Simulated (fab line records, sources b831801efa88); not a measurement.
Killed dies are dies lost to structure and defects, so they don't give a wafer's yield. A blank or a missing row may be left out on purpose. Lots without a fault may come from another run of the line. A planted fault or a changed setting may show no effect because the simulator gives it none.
fab line records | flow sky130
record lots=6 wafers=18 last_day=51
route steps=708 shown LOCAL_INTERCONNECT@393 CONTACT@406 METAL1@434 PAD_OPEN@708
lots that met no fault: from a run of the same line without faults
start_h: hours from the record's first day to the start of the lot's first wafer shown | wait_h: hours since the lot's step before | " the same as in the row above | L1.1+2: a row that stands for several wafers | - no value, or no start given | * or withheld: withheld | < > ~ a bound
route shown NAME@n: a module of which the file shows steps, and the number in the route of the first | usual: mean/standard deviation of fault-free wafers | same: alike in all rows | chamber/n: place in a boat | sites: the reading at each site | _std_site: their standard deviation | _edge_site: outer sites' mean less inner sites' | radius_mm: how far each site lies from the wafer's centre | mask NAME#n: copy n | behind: the tool/chamber that last shaped the wafer | hold: why the lot was held/for how many hours/how that ended | device: the transistor (n, p or np) that didn't switch | end of line: the same wafers' tests at the end of the route | a step without rows: its recipe alone | killed: dies lost to structure and defects at the first sort, not the wafer's yield | map: a wafer's dies, x killed, . not, _ none there
set.NAME: the setting as run; set.NAME@STEP: as run at that earlier step | model.NAME: the simulator's own value behind a step, which no gauge read
lots at some steps of the route; a table a step, a row a wafer
services: from which hour (start_h, from the record's first day; less than 0 if before it) a tool's chamber was out of use, for how many hours, and why
## steps
# step SKY_LOCAL_INTERCONNECT_COAT_06
# recipe resist=KrF-thick spin_rpm=3000 resist_thk_nm=450
# step SKY_LOCAL_INTERCONNECT_SOFTBAKE_07
# recipe temp_c=100 time_s=90 resist=KrF-thick
# step SKY_LOCAL_INTERCONNECT_EXPOSE_08
# recipe mask_id=LI1M na=0.8 source_shape=annular sigma_inner=0.55 sigma_outer=0.85 target_cd_nm=170 dose_mj=28
# step SKY_LOCAL_INTERCONNECT_PEB_09
# recipe peb_temp_c=withheld peb_time_s=withheld resist=KrF-thick
# step SKY_LOCAL_INTERCONNECT_DEVELOP_10
# recipe develop_time_s=60 resist=KrF-thick dev_temp_c=21
# step SKY_LOCAL_INTERCONNECT_CD_MEAS_11
# recipe target_cd_nm=170
# usual cd_nm=169.8/1.7
# columns lot.wafer tool chamber start_h wait_h cd_nm
L332.1 cd_sem-01 - 717.20 - 172.2
L332.2 " - " " 171.3
L332.3 " - " " 171.4
L339.1 cd_sem-02 - 781.42 - 169.3
L339.5 " - " " 169.3
L339.6 " - " " 169.0
L346.4 cd_sem-01 - 834.82 - 172.5
L346.5 " - " " 171.9
L346.6 " - " " 170.6
L348.3 cd_sem-01 - 841.51 - 168.2
L348.4 " - " " 167.2
L348.5 " - " " 168.6
L351.3 cd_sem-02 - 858.15 - 169.6
L351.4 " - " " 169.1
L351.5 " - " " 169.9
L353.1 cd_sem-02 - 902.07 - 171.6
L353.4 " - " " 171.7
L353.6 " - " " 171.5
# step SKY_LOCAL_INTERCONNECT_OVL_MEAS_12
# usual LOCAL_INTERCONNECT_OVL=-3/4.5
# columns lot.wafer tool chamber start_h wait_h LOCAL_INTERCONNECT_OVL[nm]
L332.1 overlay-01 - 717.32 0.1 -3
L332.2 " - " " 7
L332.3 " - " " -3
L339.1 overlay-02 - 781.54 0.1 -4
L339.5 " - " " -9
L339.6 " - " " -5
L346.4 overlay-01 - 834.89 0.1 -9
L346.5 " - " " -2
L346.6 " - " " -5
L348.3 overlay-02 - 841.61 0.1 0
L348.4 " - " " 7
L348.5 " - " " 6
L351.3 overlay-01 - 858.24 0.1 -4
L351.4 " - " " 2
L351.5 " - " " -3
L353.1 overlay-02 - 902.19 0.1 -6
L353.4 " - " " -1
L353.6 " - " " 5
# step SKY_LOCAL_INTERCONNECT_ETCH_13
# recipe chemistry=N2/H2 target=BARC ion_energy_ev=200 bias_w=100 pressure_mtorr=30 n2_flow_sccm=100 h2_flow_sccm=200 icp_w=500 stop_on=SiO2 time_s=45.9 target_depth_a=600
# step SKY_LOCAL_INTERCONNECT_METAL_ETCH_14
# recipe target_depth_nm=110 stop_on=PSG chemistry=Cl2/BCl3 target=TiN resist_sidewall_deg=88 pressure_mtorr=10 icp_w=900 bias_w=48.5 Cl2_flow_sccm=60 bcl3_flow_sccm=30 time_s=31.4
# step SKY_LOCAL_INTERCONNECT_STRIP_15
# recipe chemistry=O2/N2 power_w=1400 pressure_mtorr=1500 platen_temp_c=withheld o2_flow_sccm=3000 n2_flow_sccm=300 overash_fraction=0.5
# step SKY_LOCAL_INTERCONNECT_STRIP_16
# recipe chemistry=post_etch_residue_remover time_s=1200 temp_c=72.5
# step SKY_LOCAL_INTERCONNECT_CLEAN_17
# recipe chemistry=IPA time_s=180 temp_c=25
# step SKY_LOCAL_INTERCONNECT_CLEAN_18
# recipe chemistry=O3/DIW dry=n2_spin
# columns lot.wafer tool chamber start_h wait_h
L332.1+2+3 wet_bench-02 3 718.09 0.0
L339.1+5+6 wet_bench-04 1 782.19 0.0
L346.4+5+6 wet_bench-04 2 835.53 0.0
L348.3+4+5 wet_bench-04 2 842.24 0.0
L351.3+4+5 wet_bench-03 0 858.88 0.0
L353.1+4+6 wet_bench-03 0 902.85 0.0
# step SKY_CONTACT_CVD_00
# recipe material=Si3N4 target_thk_nm=75 temp_c=400 time_s=withheld rf_w=450
# step SKY_CONTACT_THK_MEAS_01
# recipe reads=Si3N4_of_CONTACT_CVD_00
# usual CONTACT_CVD_00_THK=74.9/0.92
# columns lot.wafer tool chamber start_h wait_h CONTACT_CVD_00_THK[nm]
L332.1 film_metro-01 - 718.22 - 75.2
L332.2 " - " " 75.4
L332.3 " - " " 74.5
L339.1 film_metro-02 - 782.33 - 73.5
L339.5 " - " " 75.2
L339.6 " - " " 73.7
L346.4 film_metro-04 - 835.68 - 75.1
L346.5 " - " " 76.7
L346.6 " - " " 76.5
L348.3 film_metro-01 - 842.39 - 73.3
L348.4 " - " " 74.3
L348.5 " - " " 73.9
L351.3 film_metro-04 - 859.02 - 74.1
L351.4 " - " " 75.7
L351.5 " - " " 75.7
L353.1 film_metro-04 - 902.97 - 73.9
L353.4 " - " " 74.6
L353.6 " - " " 75.0
# step SKY_CONTACT_HDPCVD_02
# recipe material=SiO2 target_thk_nm=565 sigma_open_frac=0.3 time_s=94.2 temp_c=600 sih4_flow_sccm=60 pressure_mtorr=6
# step SKY_CONTACT_THK_MEAS_03
# recipe reads=SiO2_of_CONTACT_HDPCVD_02
# usual CONTACT_HDPCVD_THK=564/6.1
# columns lot.wafer tool chamber start_h wait_h CONTACT_HDPCVD_THK[nm]
L332.1 film_metro-02 - 718.35 0.0 565
L332.2 " - " " 562
L332.3 " - " " 562
L339.1 film_metro-01 - 782.46 0.0 561
L339.5 " - " " 564
L339.6 " - " " 564
L346.4 film_metro-01 - 835.81 0.0 570
L346.5 " - " " 568
L346.6 " - " " 570
L348.3 film_metro-04 - 842.52 0.1 557
L348.4 " - " " 571
L348.5 " - " " 561
L351.3 film_metro-02 - 859.15 0.1 558
L351.4 " - " " 571
L351.5 " - " " 553
L353.1 film_metro-01 - 903.10 0.0 564
L353.4 " - " " 563
L353.6 " - " " 547
# step SKY_CONTACT_CMP_04
# recipe material=SiO2 down_force_psi=4 platen_rpm=60 pad_velocity_m_s=0.94248
# usual motor_current_A=12.4/0.81 platen_rpm=60.00/0.045 time_to_endpoint_s=84/3.6
# columns lot.wafer tool chamber start_h wait_h motor_current_A platen_rpm time_to_endpoint_s
L332.3 cmp-01 0 718.41 0.0 11.6 60.10 80
L332.2 " 1 " " 12.6 60.04 82
L332.1 " 3 " " 13.0 59.90 80
L339.1 cmp-02 2 782.57 0.1 13.5 59.98 82
L339.5 " 1 " " 13.8 60.04 88
L339.6 " 2 " " 12.5 59.98 85
L346.4 cmp-02 1 835.89 0.1 13.7 60.02 90
L346.6 " 0 " " 12.5 60.06 88
L346.5 " 1 " " 13.3 59.99 87
L348.3 cmp-02 0 842.69 0.2 12.4 59.99 81
L348.4 " 2 " " 12.7 59.91 83
L348.5 " 0 " " 12.2 59.90 81
L351.4 cmp-02 0 859.19 0.0 12.6 60.03 84
L351.3 " 1 " " 13.6 60.02 87
L351.5 " 0 " " 12.5 59.94 81
L353.1 cmp-02 1 903.21 0.1 13.4 59.96 87
L353.4 " 3 " " 11.8 59.97 86
L353.6 " 0 " " 12.1 59.98 81
# step SKY_CONTACT_BOW_MEAS_05
# recipe mode=bow
# usual CONTACT_BOW=81/7.4
# columns lot.wafer tool chamber start_h wait_h CONTACT_BOW[um]
L332.1 film_metro-01 - 718.71 0.1 75
L332.2 " - " " 88
L332.3 " - " " 89
L339.1 film_metro-04 - 782.82 0.2 87
L339.5 " - " " 71
L339.6 " - " " 80
L346.4 film_metro-02 - 836.20 0.3 81
L346.5 " - " " 79
L346.6 " - " " 79
L348.3 film_metro-01 - 842.98 0.2 86
L348.4 " - " " 77
L348.5 " - " " 74
L351.3 film_metro-01 - 859.53 0.2 79
L351.4 " - " " 79
L351.5 " - " " 78
L353.1 film_metro-04 - 903.46 0.2 84
L353.4 " - " " 75
L353.6 " - " " 83
# step SKY_CONTACT_DEHYDRATE_06
# recipe temp_c=200 time_s=60
# step SKY_CONTACT_HMDS_07
# recipe prime_time_s=60 prime_temp_c=120
# step SKY_CONTACT_COAT_08
# recipe resist=BARC temp_c=withheld time_s=withheld spin_rpm=3000 resist_thk_nm=60
# step SKY_CONTACT_COAT_09
# recipe resist=KrF-thick spin_rpm=3000 resist_thk_nm=450
# step SKY_CONTACT_SOFTBAKE_10
# recipe temp_c=100 time_s=90 resist=KrF-thick
# step SKY_CONTACT_EXPOSE_11
# recipe mask_id=CTM1 na=0.8 source_shape=annular sigma_inner=0.55 sigma_outer=0.85 target_cd_nm=170 dose_mj=38
# step SKY_CONTACT_PEB_12
# recipe peb_temp_c=withheld peb_time_s=withheld resist=KrF-thick
# step SKY_CONTACT_DEVELOP_13
# recipe develop_time_s=57.49 resist=KrF-thick dev_temp_c=21
# step SKY_CONTACT_CD_MEAS_14
# recipe target_cd_nm=170
# usual cd_nm=170.4/1.6
# columns lot.wafer tool chamber start_h wait_h cd_nm
L332.1 cd_sem-02 - 745.94 - 171.2
L332.2 " - " " 169.2
L332.3 " - " " 169.5
L339.1 cd_sem-02 - 808.79 - 167.7
L339.5 " - " " 167.2
L339.6 " - " " 168.4
L346.4 cd_sem-02 - 861.58 - 169.6
L346.5 " - " " 170.3
L346.6 " - " " 168.4
L348.3 cd_sem-01 - 868.90 - 173.2
L348.4 " - " " 172.9
L348.5 " - " " 173.7
L351.3 cd_sem-02 - 885.73 - 171.1
L351.4 " - " " 172.8
L351.5 " - " " 170.8
L353.1 cd_sem-02 - 928.71 - 170.0
L353.4 " - " " 171.8
L353.6 " - " " 170.8
# step SKY_CONTACT_OVL_MEAS_15
# usual CONTACT_OVL=0/4.9
# columns lot.wafer tool chamber start_h wait_h CONTACT_OVL[nm]
L332.1 overlay-01 - 746.06 0.1 -3
L332.2 " - " " -2
L332.3 " - " " 0
L339.1 overlay-01 - 808.91 0.1 5
L339.5 " - " " 9
L339.6 " - " " 5
L346.4 overlay-01 - 861.66 0.1 -2
L346.5 " - " " -8
L346.6 " - " " -3
L348.3 overlay-01 - 868.99 0.1 -12
L348.4 " - " " -9
L348.5 " - " " -9
L351.3 overlay-01 - 885.82 0.1 -4
L351.4 " - " " -9
L351.5 " - " " 1
L353.1 overlay-02 - 928.83 0.1 2
L353.4 " - " " 9
L353.6 " - " " 8
# step SKY_CONTACT_ETCH_16
# recipe chemistry=N2/H2 target=BARC ion_energy_ev=200 source_w=500 bias_w=100 pressure_mtorr=30 n2_flow_sccm=100 h2_flow_sccm=200 stop_on=SiO2 time_s=45.9 target_depth_a=600
# usual drypump_motor_current_A=5.6/0.37 oes_product_au=0.855/0.0044 throttle_valve_pct=13.224/0.0092
# columns lot.wafer tool chamber start_h wait_h drypump_motor_current_A oes_product_au rf_hours_counter_h throttle_valve_pct
L332.1 rie_diel-02 1 746.09 0.0 5.3 0.854 13 13.221
L332.2 " 3 " " 5.2 0.850 3 13.201
L332.3 " 2 " " 6.2 0.861 34 13.217
L339.1 rie_diel-01 3 808.94 0.0 5.0 0.859 0 13.211
L339.5 " 0 " " 5.8 0.859 - 13.230
L339.6 " 3 " " 5.0 0.852 - 13.217
L346.4 rie_diel-03 3 861.68 0.0 5.7 0.850 19 13.224
L346.5 " 1 " " 5.8 0.858 - 13.207
L346.6 " 2 " " 6.0 0.857 - 13.231
L348.3 rie_diel-02 3 869.01 0.0 5.2 0.851 7 13.231
L348.4 " 2 " " 6.2 0.845 1 13.216
L348.5 " 3 " " 5.2 0.855 - 13.233
L351.3 rie_diel-01 2 885.84 0.0 5.9 0.856 17 13.229
L351.4 " 2 " " 5.9 0.853 - 13.218
L351.5 " 3 " " 5.0 0.856 - 13.218
L353.1 rie_diel-01 0 928.86 0.0 5.8 0.852 7 13.227
L353.4 " 0 " " 5.8 0.858 - 13.200
L353.6 " 3 " " 5.0 0.864 - 13.225
# step SKY_CONTACT_ETCH_17
# recipe target=SiO2 chemistry=C4F8/O2/Ar stop_on=Si3N4 mask_material=KrF-thick source_w=1500 bias_w=1200 pressure_mtorr=40 c4f8_flow_sccm=withheld O2_flow_sccm=6 Ar_flow_sccm=300 time_s=withheld target_depth_a=3400
# step SKY_CONTACT_ETCH_18
# recipe target=Si3N4 chemistry=CHF3/O2 stop_on=TiN source_w=600 bias_w=200 pressure_mtorr=40 chf3_flow_sccm=50 O2_flow_sccm=5 time_s=39 target_depth_a=750
# step SKY_CONTACT_STRIP_19
# recipe chemistry=O2/N2 power_w=1400 pressure_mtorr=1500 platen_temp_c=withheld o2_flow_sccm=3000 n2_flow_sccm=300 overash_fraction=0.5
# usual drypump_motor_current_A=6.0/0.34 o2_flow_sccm=2999/9.8 oes_product_au=0.381/0.0048 strip_time_to_endpoint_s=3.63/0.038
# columns lot.wafer tool chamber start_h wait_h drypump_motor_current_A o2_flow_sccm oes_product_au rf_hours_counter_h strip_time_to_endpoint_s
L332.1 plasma_asher-04 0 746.22 - 5.9 2994 0.381 0 3.60
L332.2 " 1 " " 5.3 2995 0.379 0 3.59
L332.3 " 1 " " 5.3 2981 0.378 - 3.58
L339.1 plasma_asher-04 1 809.07 - 5.3 2985 0.374 6 3.70
L339.5 " 0 " " 5.9 3008 0.378 - 3.66
L339.6 " 1 " " 5.3 2991 0.370 - 3.68
L346.4 plasma_asher-03 1 861.85 - 5.6 3012 0.383 - 3.61
L346.5 " 0 " " 6.3 2999 0.381 - 3.60
L346.6 " 1 " " 5.6 3015 0.375 - 3.59
L348.3 plasma_asher-02 1 869.18 - 6.3 2977 0.377 - 3.59
L348.4 " 0 " " 6.1 3008 0.380 - 3.62
L348.5 " 1 " " 6.3 2988 0.379 - 3.60
L351.3 plasma_asher-04 0 886.01 - 5.9 2980 0.387 - 3.70
L351.4 " 1 " " 5.3 3004 0.378 - 3.69
L351.5 " 0 " " 5.9 2990 0.386 - 3.70
L353.1 plasma_asher-02 0 929.00 - 6.1 2992 0.384 80 3.64
L353.4 " 0 " " 6.1 2988 0.383 - 3.67
L353.6 " 1 " " 6.3 3009 0.373 - 3.70
# step SKY_CONTACT_STRIP_20
# recipe chemistry=post_etch_residue_remover time_s=1200 temp_c=72.5
# step SKY_CONTACT_CLEAN_21
# recipe chemistry=IPA time_s=180 temp_c=25
# step SKY_CONTACT_CLEAN_22
# recipe chemistry=O3/DIW dry=n2_spin
# step SKY_CONTACT_SPUTTER_23
# recipe material=TiN target_thk_nm=20 chamber_pressure_pa=5 power_w=4000 time_s=80
# step SKY_CONTACT_CVD_24
# recipe material=W target_thk_nm=340 time_s=102.12 temp_c=400 pressure_torr=40
# usual heater_power_w=847/86
# columns lot.wafer tool chamber start_h wait_h heater_power_w
L332.1 cvd_w-01 0 746.88 0.0 880
L332.2 " 1 " " 719
L332.3 " 0 " " 904
L339.1 cvd_w-01 1 809.73 0.0 727
L339.5 " 0 " " 900
L339.6 " 1 " " 745
L346.4 cvd_w-01 1 862.50 0.1 728
L346.5 " 0 " " 900
L346.6 " 1 " " 728
L348.3 cvd_w-02 1 869.83 0.1 970
L348.4 " 0 " " 842
L348.5 " 1 " " 947
L351.3 cvd_w-01 0 886.67 0.1 909
L351.4 " 1 " " 725
L351.5 " 0 " " 921
L353.1 cvd_w-02 1 929.65 0.0 958
L353.4 " 1 " " 925
L353.6 " 1 " " 940
# step SKY_CONTACT_RS_MEAS_25
# recipe thk_meas_gauge=four-point-probe reads=W_of_CONTACT_CVD_24+TiN_of_CONTACT_SPUTTER_23
# usual CONTACT_W_RS=0.339/0.0046
# columns lot.wafer tool chamber start_h wait_h CONTACT_W_RS[ohm/sq]
L332.1 film_metro-02 - 746.99 0.1 0.341
L332.2 " - " " 0.334
L332.3 " - " " 0.340
L339.1 film_metro-01 - 809.84 0.1 0.335
L339.5 " - " " 0.346
L339.6 " - " " 0.337
L346.4 film_metro-02 - 862.64 0.1 0.331
L346.5 " - " " 0.335
L346.6 " - " " 0.329
L348.3 film_metro-01 - 869.95 0.1 0.335
L348.4 " - " " 0.346
L348.5 " - " " 0.339
L351.3 film_metro-02 - 886.79 0.1 0.341
L351.4 " - " " 0.332
L351.5 " - " " 0.341
L353.1 film_metro-01 - 929.76 0.1 0.337
L353.4 " - " " 0.335
L353.6 " - " " 0.340
# step SKY_CONTACT_THK_MEAS_26
# recipe thk_meas_gauge=xrf reads=W_of_CONTACT_CVD_24
# usual CONTACT_W_THK=342/6.9
# columns lot.wafer tool chamber start_h wait_h CONTACT_W_THK[nm]
L332.1 film_metro-02 - 747.11 0.1 330
L332.2 " - " " 338
L332.3 " - " " 333
L339.1 film_metro-01 - 809.96 0.1 355
L339.5 " - " " 342
L339.6 " - " " 349
L346.4 film_metro-02 - 862.73 0.1 342
L346.5 " - " " 335
L346.6 " - " " 346
L348.3 film_metro-01 - 870.05 0.1 351
L348.4 " - " " 340
L348.5 " - " " 347
L351.3 film_metro-02 - 886.89 0.1 334
L351.4 " - " " 342
L351.5 " - " " 335
L353.1 film_metro-01 - 929.88 0.1 352
L353.4 " - " " 351
L353.6 " - " " 346
# step SKY_CONTACT_CMP_27
# recipe stop_on=SiO2 t_overpolish_s=15 down_force_psi=3.5 platen_rpm=60 target_thk_nm=0 pad_velocity_m_s=0.94248
# usual motor_current_A=11.3/0.81 overpolish_run_s=14.999/0.0086 platen_rpm=60.01/0.04 time_to_endpoint_s=81/3
# columns lot.wafer tool chamber start_h wait_h motor_current_A overpolish_run_s platen_rpm time_to_endpoint_s
L332.1 cmp-02 0 747.17 0.1 11.5 14.990 60.01 80
L332.2 " 1 " " 13.5 14.992 60.01 85
L332.3 " 2 " " 11.8 14.993 59.93 81
L339.1 cmp-02 0 810.07 0.1 11.6 14.991 60.05 81
L339.6 " 3 " " 11.0 14.996 59.99 80
L339.5 " 0 " " 10.9 14.996 59.97 77
L346.4 cmp-02 0 862.86 0.1 12.2 14.985 60.02 82
L346.6 " 2 " " 11.8 15.021 59.98 81
L346.5 " 3 " " 11.2 14.996 60.00 81
L348.4 cmp-01 2 870.09 0.0 11.1 15.015 59.95 80
L348.3 " 3 " " 11.7 14.979 60.08 83
L348.5 " 3 " " 12.4 14.998 60.03 81
L351.4 cmp-01 2 886.93 0.0 10.6 15.013 59.96 80
L351.3 " 1 " " 11.7 15.002 60.08 84
L351.5 " 2 " " 10.7 14.985 60.09 82
L353.4 cmp-02 2 929.99 0.1 11.7 15.006 60.06 82
L353.1 " 0 " " 11.2 14.990 60.05 78
L353.6 " 2 " " 11.7 15.001 60.01 81
# step SKY_METAL1_SPUTTER_00
# recipe material=Ti target_thk_nm=15 power_w=3000 time_s=10 chamber_pressure_pa=0.4
# step SKY_PAD_OPEN_PROBE_99
# usual killed_at_M0_to_M3=43/6.4 killed_at_M4_up=3.2/1.8 killed_at_contacts=25/5.8 killed_at_front_end=16/4.1 killed_at_other=0.2/0.47 killed_dies=88/9.9 killed_on_rim=17/4.1 killed_open=47/7.3 killed_short=40/7.1
# same gross_dies=492 killed_at_back_side=0
# columns lot.wafer tool chamber start_h wait_h killed_at_M0_to_M3 killed_at_M4_up killed_at_contacts killed_at_front_end killed_at_other killed_dies killed_on_rim killed_open killed_short
L332.1 prober-01 - 1079.66 0.1 46 3 23 23 0 95 11 52 43
L332.2 prober-01 - 1079.71 0.1 44 2 21 22 1 90 15 39 51
L332.3 prober-01 - 1079.76 0.2 45 0 29 15 0 89 14 44 45
L339.1 prober-02 - 1132.82 0.1 39 2 26 13 1 81 16 48 33
L339.5 prober-02 - 1133.02 0.2 43 3 28 12 0 86 18 49 37
L339.6 prober-02 - 1133.07 0.2 43 5 29 8 0 85 14 45 40
L346.4 prober-01 - 1168.46 0.2 34 5 74 15 2 130 26 42 33
L346.5 prober-01 - 1168.51 0.2 41 3 77 16 0 137 19 43 38
L346.6 prober-01 - 1168.56 0.2 37 1 83 14 2 137 30 37 41
L348.3 prober-01 - 1174.68 0.2 44 3 90 15 0 152 31 55 37
L348.4 prober-01 - 1174.73 0.2 53 3 82 12 0 150 30 48 42
L348.5 prober-01 - 1174.78 0.2 36 3 85 14 1 139 23 36 39
L351.3 prober-02 - 1188.16 0.2 44 4 33 16 0 97 21 61 36
L351.4 prober-02 - 1188.21 0.2 44 1 18 14 0 77 16 49 28
L351.5 prober-02 - 1188.26 0.2 45 2 22 14 2 85 14 54 31
L353.1 prober-02 - 1214.47 0.1 54 8 25 14 0 101 23 55 46
L353.4 prober-02 - 1214.62 0.2 47 6 32 12 0 97 18 48 49
L353.6 prober-02 - 1214.72 0.2 43 4 25 19 0 91 16 39 52
# killed by level:class
L332.1 VIA1:geometric_particle:open=13 LI_CONTACT:geometric_particle:open=11 METAL2:geometric_particle:short=10 FIELD_ISO:geometric_particle:short=8 POLY_GATE:geometric_particle:open=6 VIA2:geometric_particle:open=6 FIELD_ISO:geometric_particle:open=5 LOCAL_INTERCONNECT:geometric_particle:short=5
L332.2 METAL2:geometric_particle:short=13 VIA1:geometric_particle:open=9 FIELD_ISO:geometric_particle:short=7 CONTACT:geometric_particle:short=6 POLY_GATE:geometric_particle:open=5 LI_CONTACT:geometric_particle:open=5 VIA2:geometric_particle:open=5 FIELD_ISO:geometric_particle:open=4
L332.3 CONTACT:geometric_particle:open=13 POLY_GATE:geometric_particle:short=7 LI_CONTACT:geometric_particle:open=7 VIA1:geometric_particle:short=7 VIA1:geometric_particle:open=7 VIA3:geometric_particle:short=6 VIA3:geometric_particle:open=4 CONTACT:geometric_particle:short=4
L339.1 CONTACT:geometric_particle:open=11 LI_CONTACT:geometric_particle:open=7 VIA1:geometric_particle:open=7 POLY_GATE:geometric_particle:open=6 METAL1:geometric_particle:short=6 VIA1:geometric_particle:short=4 VIA2:geometric_particle:open=4 FIELD_ISO:geometric_particle:short=3
L339.5 VIA1:geometric_particle:open=12 CONTACT:geometric_particle:open=11 LI_CONTACT:geometric_particle:open=9 METAL1:geometric_particle:short=8 VIA2:geometric_particle:open=8 FIELD_ISO:geometric_particle:short=6 VIA1:geometric_particle:short=6 VIA3:geometric_particle:open=5
L339.6 CONTACT:geometric_particle:open=10 VIA1:geometric_particle:open=10 METAL1:geometric_particle:short=9 CONTACT:geometric_particle:short=7 VIA3:geometric_particle:open=7 METAL2:geometric_particle:short=6 LI_CONTACT:geometric_particle:open=5 VIA2:geometric_particle:open=5
L346.4 LOCAL_INTERCONNECT:unspecified=55 VIA1:geometric_particle:open=10 CONTACT:geometric_particle:open=7 VIA1:geometric_particle:short=6 LI_CONTACT:geometric_particle:open=5 POLY_GATE:geometric_particle:open=4 POLY_GATE:geometric_particle:short=4 VIA3:geometric_particle:open=4
L346.5 LOCAL_INTERCONNECT:unspecified=55 VIA1:geometric_particle:open=14 CONTACT:geometric_particle:open=8 VIA1:geometric_particle:short=6 FIELD_ISO:geometric_particle:open=5 CONTACT:geometric_particle:short=5 VIA3:geometric_particle:open=5 POLY_GATE:geometric_particle:short=4
L346.6 LOCAL_INTERCONNECT:unspecified=57 VIA1:geometric_particle:open=9 LOCAL_INTERCONNECT:geometric_particle:short=7 LI_CONTACT:geometric_particle:open=6 VIA1:geometric_particle:short=6 POLY_GATE:geometric_particle:short=5 CONTACT:geometric_particle:open=5 VIA3:geometric_particle:open=5
L348.3 LOCAL_INTERCONNECT:unspecified=60 VIA2:geometric_particle:open=10 LI_CONTACT:geometric_particle:open=9 CONTACT:geometric_particle:open=9 VIA1:geometric_particle:open=7 LOCAL_INTERCONNECT:geometric_particle:short=6 METAL1:geometric_particle:short=6 POLY_GATE:geometric_particle:open=5
L348.4 LOCAL_INTERCONNECT:unspecified=60 CONTACT:geometric_particle:open=11 VIA1:geometric_particle:open=8 METAL2:geometric_particle:short=8 VIA3:geometric_particle:open=7 LI_CONTACT:geometric_particle:open=6 METAL1:geometric_particle:short=6 VIA2:geometric_particle:open=6
L348.5 LOCAL_INTERCONNECT:unspecified=63 VIA1:geometric_particle:short=9 LI_CONTACT:geometric_particle:open=7 CONTACT:geometric_particle:open=7 FIELD_ISO:geometric_particle:open=5 VIA3:geometric_particle:open=5 FIELD_ISO:geometric_particle:short=4 VIA1:geometric_particle:open=4
L351.3 CONTACT:geometric_particle:open=17 VIA1:geometric_particle:open=16 VIA3:geometric_particle:open=7 METAL1:geometric_particle:short=6 FIELD_ISO:geometric_particle:short=4 CONTACT:geometric_particle:short=4 LOCAL_INTERCONNECT:geometric_particle:open=4 VIA2:geometric_particle:short=4
L351.4 VIA1:geometric_particle:open=13 CONTACT:geometric_particle:open=12 VIA3:geometric_particle:open=8 METAL2:geometric_particle:short=6 METAL1:geometric_particle:short=5 POLY_GATE:geometric_particle:open=4 VIA2:geometric_particle:open=4 VIA1:geometric_particle:short=4
L351.5 VIA1:geometric_particle:open=12 LI_CONTACT:geometric_particle:open=8 VIA2:geometric_particle:open=8 CONTACT:geometric_particle:open=7 VIA3:geometric_particle:open=5 FIELD_ISO:geometric_particle:open=4 FIELD_ISO:geometric_particle:short=4 VIA1:geometric_particle:short=4
L353.1 VIA1:geometric_particle:open=14 CONTACT:geometric_particle:open=9 CONTACT:geometric_particle:short=6 METAL1:geometric_particle:short=6 VIA2:geometric_particle:open=6 VIA3:geometric_particle:open=5 VIA1:geometric_particle:short=5 VIA3:geometric_particle:short=5
L353.4 VIA1:geometric_particle:open=10 LI_CONTACT:geometric_particle:open=9 VIA2:geometric_particle:open=7 CONTACT:geometric_particle:open=7 CONTACT:geometric_particle:short=7 VIA1:geometric_particle:short=7 VIA3:geometric_particle:open=7 LI_CONTACT:geometric_particle:short=6
L353.6 VIA1:geometric_particle:open=11 VIA1:geometric_particle:short=9 LI_CONTACT:geometric_particle:open=9 METAL1:geometric_particle:short=8 FIELD_ISO:geometric_particle:short=7 POLY_GATE:geometric_particle:short=6 LOCAL_INTERCONNECT:geometric_particle:short=5 CONTACT:geometric_particle:open=5
# map L346.5 (x killed, . not)
__________.x......x._________
________.x..x..x.x...._______
______.................._____
_____x...................____
____........x.x....x......___
___..........x...x...x.x...__
__.......x.x.....xx........._
_....xx......x...xxx..x......
_xxx...x...x.......x......xx.
_...........x..........xxx...
_x.x........x..x.x....x.xxxx.
_....xxx......x....xxxxxxxxx.
_..xx.....xx....x...xxxxxxxxx
_.xx............xx..xxxxxxxxx
_..xx........x.....xxxxxxxxxx
__....x.x..xx........xxxxxxx_
___x.xx....x...x...xxx.xxxx__
____.x.......x......x..xxx___
_____...xx..x.........x..____
______.....x..x...x....._____
________.............x_______
__________.........._________
# map L348.3 (x killed, . not)
__________......x.x._________
________..........xx.x_______
______.xx...x..x........_____
_____....x.......x.x.....____
____x..x...x..............___
___x...x.....x.x.....x..x..__
__....x..xx...x...x..x...xxx_
_xx....x.....x.....x....x.xx.
_...x.x.x.......x...x....x...
_..xx...........xx....x.x....
_x....x........xx....xxxxxx.x
_...............x.xx.xxxxxxxx
_.x.x........x..xx..xxxxxxxxx
_....x..x....x..x...xxxxxxxxx
_.......x............xxxxxxxx
__.xx.......x......xxxxxxxxx_
___xx.......x.......xxxxxxx__
____x.xxx.x......x.x.xx.x.___
_____.........x.....x.x.x____
______...xxx.xx....x...._____
________.........x...._______
__________..x......._________
## services
# columns tool chamber start_h hours kind
cmp-02 - 712.44 2.0 repair
cmp-01 - 714.56 2.3 repair
cmp-02 - 731.64 10.5 pm
plasma_asher-04 - 733.75 9.0 pm
cvd_w-01 0 735.23 3.6 repair
cmp-01 - 736.12 0.6 repair
cmp-01 - 742.25 9.0 pm
rie_diel-01 2 747.89 8.9 repair
cmp-01 - 751.22 4.0 pm
cmp-02 - 751.69 2.2 repair
cmp-02 - 757.66 1.0 repair
rie_diel-01 - 779.50 14.6 pm
rie_diel-01 1 794.66 5.6 repair
rie_diel-01 - 817.10 0.4 repair
plasma_asher-04 - 817.53 14.6 pm
plasma_asher-04 - 838.07 0.9 repair
cmp-01 - 842.17 4.5 pm
cmp-01 - 858.89 1.5 repair
cmp-02 - 874.03 1.3 repair
rie_diel-01 0 884.11 4.0 repair
cmp-01 - 887.88 0.3 repair
plasma_asher-04 - 900.02 9.3 repair
cmp-02 - 904.71 3.9 repair
cmp-02 - 915.93 4.0 pm
## key
first_sign step=SKY_PAD_OPEN_PROBE_99 reading=killed_at_contacts direction=up sigmas=9.8 usual=25 struck=82
effect step=SKY_PAD_OPEN_PROBE_99 reading=killed_dies direction=up sigmas=5.4 usual=88 struck=141
met_at SKY_LOCAL_INTERCONNECT_CLEAN_18
struck_wafers L346.4,L346.5,L346.6,L348.3,L348.4,L348.5
tester_left_out L346,L348
onset_between 782.19 835.53
fault kind=chamber_particle_source tool=wet_bench-04 chamber=- onset_h=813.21 steps=SKY_LOCAL_INTERCONNECT_CLEAN_18 rate_per_visit_cm2=1.489 end_h=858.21
# tester_left_out: of these lots the tester's yield and bins aren't shown, on N5 and GAA mostly nor the transistor test; their killed dies are dies lost to structure and defects alone, not to doping, threshold or leakage, so they don't give the yield
